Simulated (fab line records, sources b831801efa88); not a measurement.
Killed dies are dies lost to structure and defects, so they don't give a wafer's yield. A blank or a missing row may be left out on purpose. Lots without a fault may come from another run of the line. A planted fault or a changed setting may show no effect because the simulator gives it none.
What tool caused it? + flow gf180mcu + 13 lots with 39 wafers sampled at 5 steps, on a route of 602 steps

WHAT EACH GAUGE READ, for each wafer
GF_DNWELL_TW_MEAS_09.
| lot  | measured    | on            | DNWELL_TW      |
|------|-------------|---------------|----------------|
| L656 | day 3 01:08 | film metro-04 | 1345 1346 1352 |
| L659 | day 3 15:08 | film metro-02 | 1354 1350 1350 |
| L660 | day 4 00:35 | film metro-03 | 1342 1351 1345 |
| L661 | day 4 07:38 | film metro-03 | 1356 1353 1356 |
| L662 | day 4 11:35 | film metro-02 | 1356 1356 1357 |
| L664 | day 4 20:51 | film metro-04 | 1347 1347 1354 |
| L665 | day 5 03:55 | film metro-02 | 1340 1343 1344 |
| L666 | day 5 06:57 | film metro-02 | 1356 1349 1343 |
| L667 | day 5 10:53 | film metro-02 | 1352 1349 1345 |
| L668 | day 5 16:41 | film metro-03 | 1365 1348 1352 |
| L669 | day 5 19:59 | film metro-03 | 1350 1352 1355 |
| L676 | day 7 11:19 | film metro-02 | 1505 1517 1511 |
| L678 | day 7 21:16 | film metro-02 | 1528 1531 1528 |

GF_SAB_OVL_MEAS_10.
| lot  | measured     | on         | SAB_OVL (nm)   |
|------|--------------|------------|----------------|
| L656 | day 15 15:46 | overlay-01 | 1.1 0.9 2.0    |
| L659 | day 16 11:28 | overlay-01 | 0.8 0.6 0.8    |
| L660 | day 17 08:10 | overlay-02 | -2.1 -2.0 -2.0 |
| L661 | day 17 17:25 | overlay-01 | -0.6 0.6 -0.1  |
| L662 | day 17 19:52 | overlay-01 | 3.7 2.1 2.6    |
| L664 | day 18 11:28 | overlay-01 | -1.1 1.1 1.1   |
| L665 | day 19 07:12 | overlay-02 | -1.0 -1.2 -0.3 |
| L666 | day 19 15:30 | overlay-02 | -0.8 -1.3 -1.1 |
| L667 | day 19 16:58 | overlay-02 | -1.3 -0.6 -0.6 |
| L668 | day 20 00:22 | overlay-02 | 2.7 1.2 2.8    |
| L669 | day 20 07:29 | overlay-01 | -3.9 -2.7 -1.4 |
| L676 | day 22 19:42 | overlay-02 | -3.4 -1.1 -1.4 |
| L678 | day 23 09:12 | overlay-01 | 2.4 -0.5 1.1   |

GF_M1_THK_MEAS_06: measures by xrf.
| lot  | measured     | on            | M1_ALCU_THK (nm) |
|------|--------------|---------------|------------------|
| L656 | day 16 17:58 | film metro-01 | 462 459 458      |
| L659 | day 17 13:49 | film metro-01 | 456 454 458      |
| L660 | day 18 10:29 | film metro-02 | 461 457 457      |
| L661 | day 18 20:17 | film metro-03 | 460 454 466      |
| L662 | day 18 22:59 | film metro-02 | 455 452 456      |
| L664 | day 19 14:47 | film metro-03 | 443 445 446      |
| L665 | day 20 10:22 | film metro-01 | 461 464 458      |
| L666 | day 20 18:31 | film metro-03 | 470 461 461      |
| L667 | day 20 20:25 | film metro-02 | 454 451 456      |
| L668 | day 21 04:19 | film metro-02 | 461 461 464      |
| L669 | day 21 10:47 | film metro-02 | 459 456 457      |
| L676 | day 23 21:31 | film metro-03 | 449 449 445      |
| L678 | day 24 10:23 | film metro-03 | 459 450 458      |

EACH LOT AND THE TOOL THAT RAN IT (in order: tool; ch and the chambers of the sampled wafers; start)
| lot  | GF_DNWELL_IMPLANT_07           | GF_HV_LDD_ETCHBACK_58              |
|------|--------------------------------|------------------------------------|
| L656 | implanter-02 ch 0, day 3 00:53 | rie diel-04 ch 1,2, day 12 23:59   |
| L659 | implanter-01 ch 0, day 3 14:53 | rie diel-01 ch 0,3, day 13 18:14   |
| L660 | implanter-01 ch 0, day 4 00:22 | rie diel-02 ch 0,2,3, day 14 12:53 |
| L661 | implanter-04 ch 0, day 4 07:23 | rie diel-02 ch 0,2, day 14 21:10   |
| L662 | implanter-04 ch 0, day 4 11:20 | rie diel-02 ch 1,3, day 15 00:22   |
| L664 | implanter-04 ch 0, day 4 20:38 | rie diel-01 ch 1,3, day 15 13:29   |
| L665 | implanter-01 ch 0, day 5 03:40 | rie diel-02 ch 0,1,2, day 16 08:02 |
| L666 | implanter-04 ch 0, day 5 06:43 | rie diel-01 ch 2,3, day 16 16:20   |
| L667 | implanter-02 ch 0, day 5 10:38 | rie diel-02 ch 1,2, day 16 16:54   |
| L668 | implanter-02 ch 0, day 5 16:26 | rie diel-04 ch 0,1, day 16 23:33   |
| L669 | implanter-01 ch 0, day 5 19:46 | rie diel-01 ch 1,2, day 17 07:13   |
| L676 | implanter-01 ch 0, day 7 11:04 | rie diel-02 ch 0,2,3, day 19 18:56 |
| L678 | implanter-01 ch 0, day 7 21:01 | rie diel-02 ch 0,3, day 20 09:27   |
- GF_DNWELL_IMPLANT_07
- GF_HV_LDD_ETCHBACK_58: etches Si3N4 in CH3F/O2, stops on SiO2, time 100 s, target depth 90 nm.

AS READ BY THE TOOLS THEMSELVES (means over the sampled wafers that have a number; for cases with no such wafer, the mark the record gives instead)
GF_DNWELL_IMPLANT_07.
| lot  | tool         | dose ions cm2 | tilt deg (degrees) |
|------|--------------|---------------|--------------------|
| L656 | implanter-02 | 1e+13         | 0.001              |
| L659 | implanter-01 | 1e+13         | -0.007             |
| L660 | implanter-01 | 1e+13         | -0.014             |
| L661 | implanter-04 | 1e+13         | -0.001             |
| L662 | implanter-04 | 1e+13         | -0.005             |
| L664 | implanter-04 | 1e+13         | -0.019             |
| L665 | implanter-01 | 1e+13         | -0.006             |
| L666 | implanter-04 | 1e+13         | -0.003             |
| L667 | implanter-02 | 1e+13         | 0.010              |
| L668 | implanter-02 | 1e+13         | -0.011             |
| L669 | implanter-01 | 1e+13         | 0.000              |
| L676 | implanter-01 | 1e+13         | 8.147              |
| L678 | implanter-01 | 1e+13         | 8.130              |

GF_HV_LDD_ETCHBACK_58.
| lot  | tool        | drypump motor current A (A) | oes product au (a.u.) | throttle valve pct (%) |
|------|-------------|-----------------------------|-----------------------|------------------------|
| L656 | rie diel-04 | 5.4                         | 0.848                 | 10.554                 |
| L659 | rie diel-01 | 5.8                         | 0.842                 | 10.565                 |
| L660 | rie diel-02 | 5.7                         | 0.841                 | 10.560                 |
| L661 | rie diel-02 | 5.4                         | 0.845                 | 10.557                 |
| L662 | rie diel-02 | 6.2                         | 0.843                 | 10.563                 |
| L664 | rie diel-01 | 6.1                         | 0.838                 | 10.562                 |
| L665 | rie diel-02 | 5.6                         | 0.837                 | 10.565                 |
| L666 | rie diel-01 | 6.4                         | 0.840                 | 10.553                 |
| L667 | rie diel-02 | 5.6                         | 0.844                 | 10.565                 |
| L668 | rie diel-04 | 5.3                         | 0.830                 | 10.562                 |
| L669 | rie diel-01 | 6.2                         | 0.828                 | 10.564                 |
| L676 | rie diel-02 | 5.7                         | 0.845                 | 10.560                 |
| L678 | rie diel-02 | 6.0                         | 0.842                 | 10.554                 |

THE ANSWER, worked out from the rows above alone
Rule: the lots themselves supply what counts as usual. The widest of any qualifying gaps counts: lots, ordered by their means at a reading, are off when they make up no more than a third of the lots, leave a main group of 4 or more, and stand apart from it by 3 or more times the standard deviation of that group's means. The tables above print the reading to a certain number of digits; a main group whose means all agree to those digits is not used. Also off: a lot with no number at a reading for which 4 or more lots have one. The other lots that the step has rows for count as sound. After the gauges, taken in route order, come the tools' own readings; for these a lot's mean is taken, as printed above. The first step at which some lot is off is used, and at that step the reading that is off furthest; a lot without a number counts as furthest.
Off: L676, L678, at GF_DNWELL_TW_MEAS_09 (DNWELL_TW). Main group: mean 1350, sd 4.
A tool fits if, at a process step before that reading, it ran every lot that is off, and no sound lot after the first of them. Not tried: the gauges at GF_DNWELL_TW_MEAS_09; whatever is off there is also off at GF_DNWELL_IMPLANT_07, on other tools, and gauge error can't account for it. One fits: implanter-01 at GF_DNWELL_IMPLANT_07. Its last sound lot is L669 (day 5 19:46), its first lot that is off L676 (day 7 11:04): a fault that began between those two fits.
The tool's own readings at GF_DNWELL_IMPLANT_07 bear it out: on the lots that are off they differ by more than 5 times the standard deviation of the sound lots' means. tilt deg reads 8.139 degrees there against -0.005 degrees on the sound lots.

WHAT HAD BEEN PUT IN BY THE SIMULATOR
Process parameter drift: implanter-01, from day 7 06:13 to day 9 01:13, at GF_DNWELL_IMPLANT_07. From 0, the setting tilt deg moved by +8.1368. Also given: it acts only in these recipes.
Struck lots among those shown: L676, L678. The rule above reached the same finding.
